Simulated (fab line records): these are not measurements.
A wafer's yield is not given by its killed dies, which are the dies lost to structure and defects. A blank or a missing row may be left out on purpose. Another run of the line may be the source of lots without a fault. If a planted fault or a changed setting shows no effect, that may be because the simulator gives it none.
fab line records	flow sky130
record: lots: 5	wafers: 15	lastDay: 50
route steps=708 shown SD_P@359 RES_XHIGH@360 SALICIDE@361 LI_CONTACT@362 PAD_OPEN@708
lots that met no fault: taken from a fault-free run of the same line
startH: hours from the record's first day to the start of the lot's first wafer shown	waitH: hours elapsed since this lot's preceding step	" as in the row above	L1.1+2: one row covering several wafers at once	- no value, or no start given	* or withheld: withheld	< > ~ a bound
route shown NAME@n: a module of which the file shows steps, and the number in the route of the first	usual: mean and standard deviation over wafers with no fault	same: alike in all rows	chamber/n: place in a boat	sites: readings site by site	_std_site: standard deviation across them	_edge_site: mean of outer sites minus mean of inner sites	radiusMm: how far each site lies from the wafer's centre	mask NAME#n: copy n	behind: the tool/chamber that last shaped the wafer	hold: what put the lot on hold/how long, in hours/how the hold closed	device: transistor that didn't switch, given as n, p or np	end of line: at the end of the route, the tests of the same wafers	step lacking rows: just its recipe	killed: the dies lost at the first sort to structure and to defects; this is not the yield of the wafer	map: dies across one wafer; x = killed, . = not, _ = none there
set.NAME: the setting the step ran with; set.NAME@STEP: the setting that earlier step ran with	model.NAME: the simulator's own value behind a step, which no gauge read
a table for each step, a row for each wafer; lots at some steps of the route
services: a tool's chamber out of use, with start hour (startH, from the record's first day; less than 0 if before it), hours out, and reason
== steps ==
step: SKY_SD_N_RS_MEAS_17
recipe: thkMeasGauge: four-point-probe
usual: SD_P_RS: 146.9/0.37
lot.wafer	tool	chamber	startH	waitH	SD_P_RS[ohm/sq]
L650.2	filmMetro-01	-	695.99	0.1	146.0
L650.4	"	-	"	"	146.7
L650.6	"	-	"	"	146.2
L652.1	filmMetro-03	-	717.28	0.1	147.2
L652.3	"	-	"	"	147.5
L652.6	"	-	"	"	147.4
L662.1	filmMetro-02	-	792.11	0.1	147.3
L662.3	"	-	"	"	146.9
L662.4	"	-	"	"	147.6
L667.2	filmMetro-02	-	831.24	0.1	146.8
L667.3	"	-	"	"	146.9
L667.5	"	-	"	"	147.2
L668.3	filmMetro-02	-	834.43	0.1	147.2
L668.4	"	-	"	"	147.4
L668.5	"	-	"	"	147.3
step: SKY_SD_N_RS_MEAS_18
recipe: thkMeasGauge: four-point-probe
usual: RES_XHIGH_RS: 333.3/1.2
lot.wafer	tool	chamber	startH	waitH	RES_XHIGH_RS[ohm/sq]
L650.2	filmMetro-01	-	696.11	0.1	331.7
L650.4	"	-	"	"	333.0
L650.6	"	-	"	"	332.5
L652.1	filmMetro-03	-	717.40	0.1	332.9
L652.3	"	-	"	"	331.5
L652.6	"	-	"	"	332.8
L662.1	filmMetro-02	-	792.23	0.1	334.4
L662.3	"	-	"	"	333.8
L662.4	"	-	"	"	333.5
L667.2	filmMetro-02	-	831.36	0.1	335.9
L667.3	"	-	"	"	335.6
L667.5	"	-	"	"	335.8
L668.3	filmMetro-02	-	834.55	0.1	335.5
L668.4	"	-	"	"	333.4
L668.5	"	-	"	"	335.1
step: SKY_SALICIDE_CLEAN_00
recipe: chemistry: HF-last	timeS: 30	dilution: 100:1	dry: ipaMarangoni
step: SKY_LI_CONTACT_HDPCVD_00
recipe: material: PSG	targetThkNm: 930	sigmaOpenFrac: 0.3	timeS: 155	tempC: 600	sih4FlowSccm: 62.21	pressureMtorr: 6
step: SKY_LI_CONTACT_THK_MEAS_01
recipe: reads: PSG_of_LI_CONTACT_HDPCVD_00
usual: LI_CONTACT_HDPCVD_THK: 964/13
lot.wafer	tool	chamber	startH	waitH	LI_CONTACT_HDPCVD_THK[nm]
L650.2	filmMetro-03	-	696.34	0.1	952
L650.4	"	-	"	"	943
L650.6	"	-	"	"	950
L652.1	filmMetro-03	-	717.64	0.1	952
L652.3	"	-	"	"	965
L652.6	"	-	"	"	953
L662.1	filmMetro-03	-	792.47	0.1	975
L662.3	"	-	"	"	964
L662.4	"	-	"	"	968
L667.2	filmMetro-03	-	831.59	0.1	992
L667.3	"	-	"	"	964
L667.5	"	-	"	"	972
L668.3	filmMetro-03	-	834.83	0.1	977
L668.4	"	-	"	"	966
L668.5	"	-	"	"	985
step: SKY_LI_CONTACT_CMP_02
recipe: material: PSG	downForcePsi: 4	platenRpm: 60	padVelocityMS: 0.94248
usual: edgeZonePressureFrac: 1.001/0.0051	motorCurrentA: 12.0/1.6	timeToEndpointS: 36.8/2.9
lot.wafer	tool	chamber	startH	waitH	edgeZonePressureFrac	motorCurrentA	timeToEndpointS
L650.4	cmp-01	2	696.44	0.1	1.001	13.9	34.7
L650.2	"	0	"	"	0.996	13.4	33.1
L650.6	"	1	"	"	1.002	12.5	36.8
L652.3	cmp-02	2	717.70	0.0	0.995	9.9	44.5
L652.1	"	0	"	"	1.003	9.5	39.4
L652.6	"	2	"	"	0.994	10.8	39.1
L662.1	cmp-01	0	792.53	0.1	0.999	13.4	31.1
L662.3	"	1	"	"	0.998	12.0	31.3
L662.4	"	3	"	"	1.000	13.0	34.3
L667.3	cmp-01	1	831.64	0.0	1.003	12.8	37.9
L667.2	"	2	"	"	1.002	13.9	41.6
L667.5	"	2	"	"	0.999	13.0	40.9
L668.3	cmp-02	3	834.99	0.1	1.000	11.7	36.8
L668.4	"	0	"	"	1.011	9.6	38.0
L668.5	"	0	"	"	1.010	9.5	39.7
step: SKY_LI_CONTACT_BOW_MEAS_03
recipe: mode: bow
usual: LI_CONTACT_BOW: 57/7.5
lot.wafer	tool	chamber	startH	waitH	LI_CONTACT_BOW[um]
L650.2	filmMetro-03	-	696.71	0.1	50
L650.4	"	-	"	"	61
L650.6	"	-	"	"	62
L652.1	filmMetro-02	-	718.00	0.1	69
L652.3	"	-	"	"	67
L652.6	"	-	"	"	46
L662.1	filmMetro-01	-	792.83	0.2	52
L662.3	"	-	"	"	66
L662.4	"	-	"	"	51
L667.2	filmMetro-02	-	831.96	0.2	55
L667.3	"	-	"	"	54
L667.5	"	-	"	"	52
L668.3	filmMetro-02	-	835.33	0.3	58
L668.4	"	-	"	"	55
L668.5	"	-	"	"	60
step: SKY_LI_CONTACT_DEHYDRATE_04
recipe: tempC: 200	timeS: 60
step: SKY_LI_CONTACT_HMDS_05
recipe: primeTimeS: 60	primeTempC: 120
step: SKY_LI_CONTACT_COAT_06
recipe: resist: BARC	tempC: withheld	timeS: withheld	spinRpm: 3000	resistThkNm: 60
step: SKY_LI_CONTACT_COAT_07
recipe: resist: KrF-thick	spinRpm: 3000	resistThkNm: 450
step: SKY_LI_CONTACT_SOFTBAKE_08
recipe: tempC: 100	timeS: 90	resist: KrF-thick
step: SKY_LI_CONTACT_EXPOSE_09
recipe: maskId: LICM1	na: 0.8	sourceShape: annular	sigmaInner: 0.55	sigmaOuter: 0.85	targetCdNm: 170	doseMj: 38
same: sigmaInner: 0.55
lot.wafer	tool	chamber	startH	waitH	mask
L650.2+4+6	krfScanner-02	0	710.46	-	LICM1#0
L652.1+3+6	krfScanner-02	0	731.96	-	LICM1_R1#0
L662.1+3+4	krfScanner-02	0	806.12	-	LICM1#0
L667.2+3+5	krfScanner-02	0	844.49	-	LICM1#0
L668.3+4+5	krfScanner-02	0	848.40	-	LICM1#0
step: SKY_LI_CONTACT_PEB_10
recipe: pebTempC: withheld	pebTimeS: withheld	resist: KrF-thick
step: SKY_LI_CONTACT_DEVELOP_11
recipe: developTimeS: 60	resist: KrF-thick	devTempC: 21
step: SKY_LI_CONTACT_CD_MEAS_12
recipe: targetCdNm: 170
usual: cdNm: 170.0/1.3
lot.wafer	tool	chamber	startH	waitH	hold	cdNm
L650.2	cdSem-02	-	723.39	-	-	168.7
L650.4	"	-	"	"	-	170.0
L650.6	"	-	"	"	-	170.6
L652.1	cdSem-02	-	746.21	-	awaitDispo/0.2h/release	135.2
L652.3	"	-	"	"	awaitDispo/0.2h/release	134.7
L652.6	"	-	"	"	awaitDispo/0.2h/release	137.0
L652.1	cdSem-02	-	746.50	0.3	-	134.5
L652.3	"	-	"	"	-	134.6
L652.6	"	-	"	"	-	136.6
L662.1	cdSem-02	-	819.01	-	-	170.9
L662.3	"	-	"	"	-	171.3
L662.4	"	-	"	"	-	172.0
L667.2	cdSem-01	-	857.89	-	-	171.9
L667.3	"	-	"	"	-	169.2
L667.5	"	-	"	"	-	170.3
L668.3	cdSem-01	-	861.50	-	-	172.9
L668.4	"	-	"	"	-	172.3
L668.5	"	-	"	"	-	171.6
step: SKY_LI_CONTACT_OVL_MEAS_13
usual: LI_CONTACT_OVL: -1/6
lot.wafer	tool	chamber	startH	waitH	hold	LI_CONTACT_OVL[nm]
L650.2	overlay-02	-	723.49	0.1	-	13
L650.4	"	-	"	"	-	11
L650.6	"	-	"	"	-	13
L652.1	overlay-01	-	749.47	3.0	awaitDispo/2.9h/release	-5
L652.3	"	-	"	"	awaitDispo/2.9h/release	-4
L652.6	"	-	"	"	awaitDispo/2.9h/release	5
L662.1	overlay-01	-	819.13	0.1	-	-11
L662.3	"	-	"	"	-	-11
L662.4	"	-	"	"	-	-4
L667.2	overlay-02	-	857.99	0.1	-	-2
L667.3	"	-	"	"	-	4
L667.5	"	-	"	"	-	3
L668.3	overlay-01	-	861.60	0.1	-	-6
L668.4	"	-	"	"	-	-14
L668.5	"	-	"	"	-	-4
step: SKY_LI_CONTACT_ETCH_14
recipe: chemistry: N2/H2	target: BARC	ionEnergyEv: 200	sourceW: 500	biasW: 100	pressureMtorr: 30	n2FlowSccm: 100	h2FlowSccm: 200	stopOn: SiO2	timeS: 45.9	targetDepthA: 600
usual: drypumpMotorCurrentA: 5.7/0.48	n2FlowSccm: 100.0/0.3	oesProductAu: 0.855/0.0048	throttleValvePct: 13.225/0.0084
lot.wafer	tool	chamber	startH	waitH	drypumpMotorCurrentA	n2FlowSccm	oesProductAu	rfHoursCounterH	throttleValvePct	model.LI_CONTACT.cdNm
L650.2	rieDiel-04	1	723.52	0.0	6.3	99.9	0.860	5	13.208	169.5
L650.4	"	0	"	"	5.7	99.5	0.860	8	13.230	170.5
L650.6	"	3	"	"	5.9	100.0	0.853	-	13.222	172.2
L652.1	rieDiel-04	1	749.51	0.0	6.3	100.3	0.858	6	13.216	134.7
L652.3	"	2	"	"	5.7	100.2	0.852	1	13.215	134.2
L652.6	"	1	"	"	6.3	100.3	0.861	-	13.232	137.2
L662.1	rieDiel-01	0	819.17	0.0	5.7	100.2	0.854	4	13.224	171.2
L662.3	"	3	"	"	5.5	99.9	0.846	1	13.226	171.5
L662.4	"	1	"	"	5.5	100.3	0.858	1	13.221	171.9
L667.2	rieDiel-02	1	858.02	0.0	5.6	99.9	0.857	12	13.232	171.2
L667.3	"	0	"	"	5.1	100.0	0.856	3	13.205	169.1
L667.5	"	0	"	"	5.0	100.0	0.852	-	13.209	170.7
L668.3	rieDiel-04	1	861.62	0.0	6.3	100.4	0.847	10	13.221	173.6
L668.4	"	3	"	"	5.9	100.2	0.851	2	13.228	173.8
L668.5	"	2	"	"	5.7	100.2	0.851	-	13.229	172
step: SKY_LI_CONTACT_ETCH_15
recipe: target: PSG	chemistry: C4F8/O2/Ar	stopOn: Si	taperDeg: 4.15	maskMaterial: KrF-thick	sourceW: 1500	biasW: 1200	pressureMtorr: 40	c4f8FlowSccm: withheld	O2_flow_sccm: 6	Ar_flow_sccm: 300	timeS: withheld	targetDepthA: 6000
usual: oesProductAu: 0.837/0.0045
lot.wafer	tool	chamber	startH	waitH	oesProductAu	model.LI_CONTACT.cdNm
L650.2	rieDiel-04	1	723.57	0.0	0.831	169.7
L650.4	"	0	"	"	0.841	170.3
L650.6	"	3	"	"	0.837	173
L652.1	rieDiel-04	1	749.55	0.0	0.839	134.6
L652.3	"	2	"	"	0.824	133.1
L652.6	"	1	"	"	0.840	137.1
L662.1	rieDiel-01	0	819.21	0.0	0.834	171.7
L662.3	"	3	"	"	0.837	172.3
L662.4	"	1	"	"	0.836	171.8
L667.2	rieDiel-02	1	858.07	0.0	0.843	171.2
L667.3	"	0	"	"	0.839	169
L667.5	"	0	"	"	0.830	170.4
L668.3	rieDiel-04	1	861.66	0.0	0.840	173.5
L668.4	"	3	"	"	0.840	174.8
L668.5	"	2	"	"	0.838	171.5
step: SKY_LI_CONTACT_STRIP_16
recipe: chemistry: O2/N2	powerW: 1400	pressureMtorr: 1500	platenTempC: withheld	o2FlowSccm: 3000	n2FlowSccm: 300	overashFraction: 0.5
usual: drypumpMotorCurrentA: 5.8/0.37	n2FlowSccm: 300.1/0.95	oesProductAu: 0.375/0.0046	stripTimeToEndpointS: 3.49/0.034
lot.wafer	tool	chamber	startH	waitH	drypumpMotorCurrentA	n2FlowSccm	oesProductAu	rfHoursCounterH	stripTimeToEndpointS
L650.2	plasmaAsher-04	1	723.65	-	6.1	300.8	0.375	93	3.52
L650.4	"	0	"	"	6.1	299.0	0.372	-	3.50
L650.6	"	1	"	"	6.1	298.4	0.375	-	3.49
L652.1	plasmaAsher-04	0	749.64	-	6.1	300.7	0.371	0	3.50
L652.3	"	1	"	"	6.0	300.2	0.365	-	3.48
L652.6	"	0	"	"	6.1	300.8	0.376	-	3.52
L662.1	plasmaAsher-03	1	819.30	-	6.0	301.7	0.372	98	3.50
L662.3	"	1	"	"	6.0	299.6	0.375	-	3.44
L662.4	"	0	"	"	5.6	299.5	0.384	-	3.53
L667.2	plasmaAsher-03	0	858.15	-	5.5	301.5	0.374	101	3.48
L667.3	"	0	"	"	5.6	300.6	0.378	-	3.48
L667.5	"	1	"	"	6.0	300.7	0.370	-	3.49
L668.3	plasmaAsher-04	0	861.78	-	6.1	300.6	0.372	-	3.51
L668.4	"	1	"	"	6.0	299.1	0.377	-	3.53
L668.5	"	0	"	"	6.1	301.2	0.370	-	3.51
step: SKY_PAD_OPEN_PROBE_99
usual: killed_at_M0_to_M3: 43/5.9	killed_at_M4_up: 2.9/1.5	killedAtContacts: 24/5	killedAtFrontEnd: 15/4.8	killedAtOther: 0.2/0.5	killedDies: 86/9.3	killedOnRim: 17/4.1	killedOpen: 47/7.1	killedShort: 38/6.3
same: grossDies: 492	killedAtBackSide: 0
lot.wafer	tool	chamber	startH	waitH	hold	killed_at_M0_to_M3	killed_at_M4_up	killedAtContacts	killedAtFrontEnd	killedAtOther	killedDies	killedOnRim	killedOpen	killedShort
L650.2	prober-02	-	1112.75	0.1	-	37	7	18	34	1	97	25	48	49
L650.4	prober-02	-	1112.85	0.2	-	48	3	22	21	0	94	18	49	45
L650.6	prober-02	-	1112.95	0.2	-	47	2	23	22	1	95	23	65	30
L652.1	prober-02	-	1131.73	0.1	awaitDispo/1.0h/scrap	36	2	342	26	0	406	93	50	40
L652.3	prober-02	-	1131.83	0.2	awaitDispo/1.0h/scrap	44	3	339	15	0	401	93	46	42
L652.6	prober-02	-	1131.98	0.2	awaitDispo/1.0h/scrap	38	5	335	12	0	390	94	44	40
L662.1	prober-01	-	1183.52	0.1	-	36	0	24	15	0	75	13	46	29
L662.3	prober-01	-	1183.62	0.2	-	43	2	19	16	0	80	16	45	35
L662.4	prober-01	-	1183.67	0.2	-	46	2	22	13	1	84	14	46	38
L667.2	prober-02	-	1208.89	0.1	-	42	4	26	19	0	91	15	55	36
L667.3	prober-02	-	1208.94	0.2	-	42	2	31	16	0	91	15	47	44
L667.5	prober-02	-	1209.04	0.2	-	41	2	32	25	0	100	19	51	49
L668.3	prober-01	-	1209.18	0.2	-	35	3	22	11	0	71	17	41	30
L668.4	prober-01	-	1209.23	0.2	-	45	1	21	16	0	83	19	51	32
L668.5	prober-01	-	1209.28	0.2	-	31	4	26	14	1	76	17	39	37
killed by level:class
L650.2 VIA1:geometricParticle:open=12 FIELD_ISO:geometricParticle:short=9 POLY_GATE:geometricParticle:open=7 POLY_GATE:geometricParticle:short=7 VIA3:geometricParticle:open=7 FIELD_ISO:geometricParticle:open=5 METAL4:geometricParticle:short=5 LI_CONTACT:geometricParticle:open=5
L650.4 METAL2:geometricParticle:short=15 CONTACT:geometricParticle:short=8 VIA2:geometricParticle:open=8 FIELD_ISO:geometricParticle:open=7 CONTACT:geometricParticle:open=7 VIA3:geometricParticle:open=7 FIELD_ISO:geometricParticle:short=4 LI_CONTACT:geometricParticle:open=4
L650.6 VIA1:geometricParticle:open=14 CONTACT:geometricParticle:open=13 VIA3:geometricParticle:open=10 LI_CONTACT:geometricParticle:open=7 POLY_GATE:geometricParticle:open=6 POLY_GATE:geometricParticle:short=6 METAL1:geometricParticle:short=6 FIELD_ISO:geometricParticle:open=4
L652.1 LI_CONTACT:areaExpose=316 FIELD_ISO:geometricParticle:short=9 VIA2:geometricParticle:open=9 LI_CONTACT:geometricParticle:open=8 CONTACT:geometricParticle:open=7 LI_CONTACT:geometricParticle:short=6 METAL1:geometricParticle:short=6 FIELD_ISO:geometricParticle:open=5
L652.3 LI_CONTACT:areaExpose=313 CONTACT:geometricParticle:open=11 VIA1:geometricParticle:open=10 METAL2:geometricParticle:short=10 VIA1:geometricParticle:short=7 LI_CONTACT:geometricParticle:open=6 VIA3:geometricParticle:open=6 POLY_GATE:geometricParticle:open=5
L652.6 LI_CONTACT:areaExpose=306 METAL2:geometricParticle:short=10 LI_CONTACT:geometricParticle:open=9 CONTACT:geometricParticle:open=8 VIA2:geometricParticle:open=6 METAL1:geometricParticle:short=5 VIA3:geometricParticle:open=5 FIELD_ISO:geometricParticle:open=4
L662.1 CONTACT:geometricParticle:open=10 VIA1:geometricParticle:open=10 VIA3:geometricParticle:open=9 FIELD_ISO:geometricParticle:open=7 VIA1:geometricParticle:short=6 LI_CONTACT:geometricParticle:open=5 LOCAL_INTERCONNECT:geometricParticle:short=4 METAL2:geometricParticle:short=4
L662.3 VIA1:geometricParticle:open=10 VIA1:geometricParticle:short=7 VIA3:geometricParticle:open=7 FIELD_ISO:geometricParticle:open=6 CONTACT:geometricParticle:open=6 METAL2:geometricParticle:short=6 POLY_GATE:geometricParticle:open=5 LI_CONTACT:geometricParticle:open=4
L662.4 VIA1:geometricParticle:open=13 CONTACT:geometricParticle:open=8 METAL2:geometricParticle:short=7 CONTACT:geometricParticle:short=6 VIA3:geometricParticle:open=5 VIA2:geometricParticle:open=5 LI_CONTACT:geometricParticle:open=4 FIELD_ISO:geometricParticle:open=3
L667.2 CONTACT:geometricParticle:open=14 VIA1:geometricParticle:open=10 LI_CONTACT:geometricParticle:open=9 METAL2:geometricParticle:short=7 VIA2:geometricParticle:open=6 FIELD_ISO:geometricParticle:short=5 METAL1:geometricParticle:short=4 VIA3:geometricParticle:open=4
L667.3 CONTACT:geometricParticle:open=11 VIA1:geometricParticle:open=9 LI_CONTACT:geometricParticle:open=8 VIA1:geometricParticle:short=7 FIELD_ISO:geometricParticle:short=6 CONTACT:geometricParticle:short=5 METAL2:geometricParticle:short=5 LOCAL_INTERCONNECT:geometricParticle:short=4
L667.5 CONTACT:geometricParticle:open=11 METAL1:geometricParticle:short=10 VIA1:geometricParticle:open=9 LI_CONTACT:geometricParticle:open=8 FIELD_ISO:geometricParticle:open=7 POLY_GATE:geometricParticle:short=6 CONTACT:geometricParticle:short=6 METAL3:geometricParticle:short=5
L668.3 VIA1:geometricParticle:open=12 LOCAL_INTERCONNECT:geometricParticle:short=9 CONTACT:geometricParticle:open=9 VIA3:geometricParticle:open=7 FIELD_ISO:geometricParticle:open=5 METAL2:geometricParticle:short=4 CONTACT:geometricParticle:short=3 VIA2:geometricParticle:open=3
L668.4 VIA1:geometricParticle:open=12 POLY_GATE:geometricParticle:open=8 LI_CONTACT:geometricParticle:open=7 METAL2:geometricParticle:short=7 VIA2:geometricParticle:open=7 CONTACT:geometricParticle:open=6 CONTACT:geometricParticle:short=5 METAL1:geometricParticle:short=5
L668.5 CONTACT:geometricParticle:open=9 VIA1:geometricParticle:open=7 LI_CONTACT:geometricParticle:open=7 METAL1:geometricParticle:short=6 METAL2:geometricParticle:short=5 POLY_GATE:geometricParticle:short=4 CONTACT:geometricParticle:short=4 POLY_GATE:geometricParticle:open=3
map L652.1 (x killed, . not)
__________xxxxxxxxxx_________
________xxxxxxxxxxxxxx_______
______xxxxxx.xxxxxxxxxxx_____
_____xxxxxxxxx.xxxxxxxxxx____
____xxxxx.xxxxxxx.xxxxxxxx___
___xxxxxxxxx.xxxxx.xxxxxxxx__
__xxxxxx.x..xxxx.x.xx.xxxxxx_
_xxxxx..xxxx...xx.xxxxxxxxxxx
_xxxxx...xx.x.xx..xxx.xxxxxxx
_xxxx..xxxxx..xxxx.xxxxxxxxxx
_xxx.xx..xx..xxxxx.xxxxxxxxxx
_xxxx.xx......x..xx.xxxxxxxxx
_x.xxxx.......xx.x.xxxxxxxxxx
_xxxxxx.xx.x..xxxx.x.xxxxxxxx
_x.xx.xx.xx.xx.x.xxxxxxxxxxxx
__xxx..xxxxxx.x.xxxxxxxxxxxx_
___xxx.xxxxxx.xxx.xxxxxxxxx__
____xxxxxxx.xxxxx.xxxx.xxx___
_____xx.xx.x.xxxxxxxxxxxx____
______x..xxxxx..xxxxxxxx_____
________xxxxxxxxxxxxxx_______
__________xxxxxxxxxx_________
map L667.5 (x killed, . not)
__________........x._________
________.......xx...x._______
______..x.x.x..........._____
_____.......xx.......x...____
____.....xx.......xx..xxx.___
___x....x..xxx..x........x.__
__..x....x.............x...._
_..x..x.x........xx....x.....
_x.x.x.........xx....x.......
_x..x.x..x...........x.......
_.............xx...xx...x....
_x......x......x.........x...
_.....x.......xxxx....x.x.x..
_..x...x....x..............x.
_.x......xx...x.......x.x....
__x..........x....x........._
___.x..x.....x............x__
____.x..x.x.......x.x.xx..___
_____.x...x.....x...xxx..____
______........x.x...x..._____
________x.....x..x...._______
__________.x.xx....._________
== services ==
tool	chamber	startH	hours	kind
rieDiel-04	2	682.72	7.4	repair
cmp-01	-	684.87	1.6	repair
plasmaAsher-03	-	686.33	1.7	repair
plasmaAsher-04	-	687.34	9.6	repair
krfScanner-02	-	688.18	1.3	pm
krfScanner-02	-	689.48	1.0	pm
krfScanner-02	-	694.53	4.0	pm
rieDiel-04	3	696.28	7.0	repair
cmp-01	-	715.90	0.4	repair
plasmaAsher-04	-	733.75	9.0	pm
cmp-01	-	744.00	4.0	pm
rieDiel-02	0	747.48	1.2	repair
cmp-02	-	749.52	0.8	repair
plasmaAsher-04	-	754.96	0.3	repair
cmp-01	-	755.87	2.6	repair
rieDiel-04	0	769.87	8.3	repair
rieDiel-02	1	793.00	8.3	repair
krfScanner-02	-	798.12	0.9	repair
plasmaAsher-04	-	828.24	15.9	repair
cmp-01	-	828.66	0.9	repair
cmp-01	-	833.51	5.5	pm
krfScanner-02	-	834.77	0.8	repair
krfScanner-02	-	848.48	0.8	pm
krfScanner-02	-	858.10	1.0	pm
== key ==
firstSign: step: SKY_LI_CONTACT_EXPOSE_09	reading: mask	direction: changed
effect: step: SKY_LI_CONTACT_CD_MEAS_12	reading: visit	direction: added
effect: step: SKY_LI_CONTACT_CD_MEAS_12	reading: cdNm	direction: down	sigmas: 26	usual: 170.0	struck: 135.6
effect: step: SKY_PAD_OPEN_PROBE_99	reading: killedAtContacts	direction: up	sigmas: 63	usual: 24	struck: 339
modelEffect: step: SKY_LI_CONTACT_ETCH_14	value: LI_CONTACT.cdNm	without: 169.4	struck: 135.4
modelEffect: step: SKY_LI_CONTACT_ETCH_15	value: LI_CONTACT.cdNm	without: 169	struck: 134.9
moreKillsBornAt: SKY_LI_CONTACT_EXPOSE_09@krfScanner-02: 935
metAt SKY_LI_CONTACT_EXPOSE_09
struckWafers L652.1,L652.3,L652.6
laterRowsLeftOut L652.1,L652.3,L652.6
testerLeftOut L652
onsetBetween 710.46 731.96
fault: kind: wrongMask	tool: any	chamber: -	onsetH: 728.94	steps: SKY_LI_CONTACT_EXPOSE_09	auxCopy: LICM1_R1#0	cdOffsetNm: -34	scope: struckLotsOnly
testerLeftOut: of these lots the tester's yield and bins aren't shown, on N5 and GAA mostly nor the transistor test; their killed dies are dies lost to structure and defects alone, not to doping, threshold or leakage, so they don't give the yield
laterRowsLeftOut: the simulator's readings of these wafers behind a module that went badly wrong aren't trusted and aren't shown, but for the sort
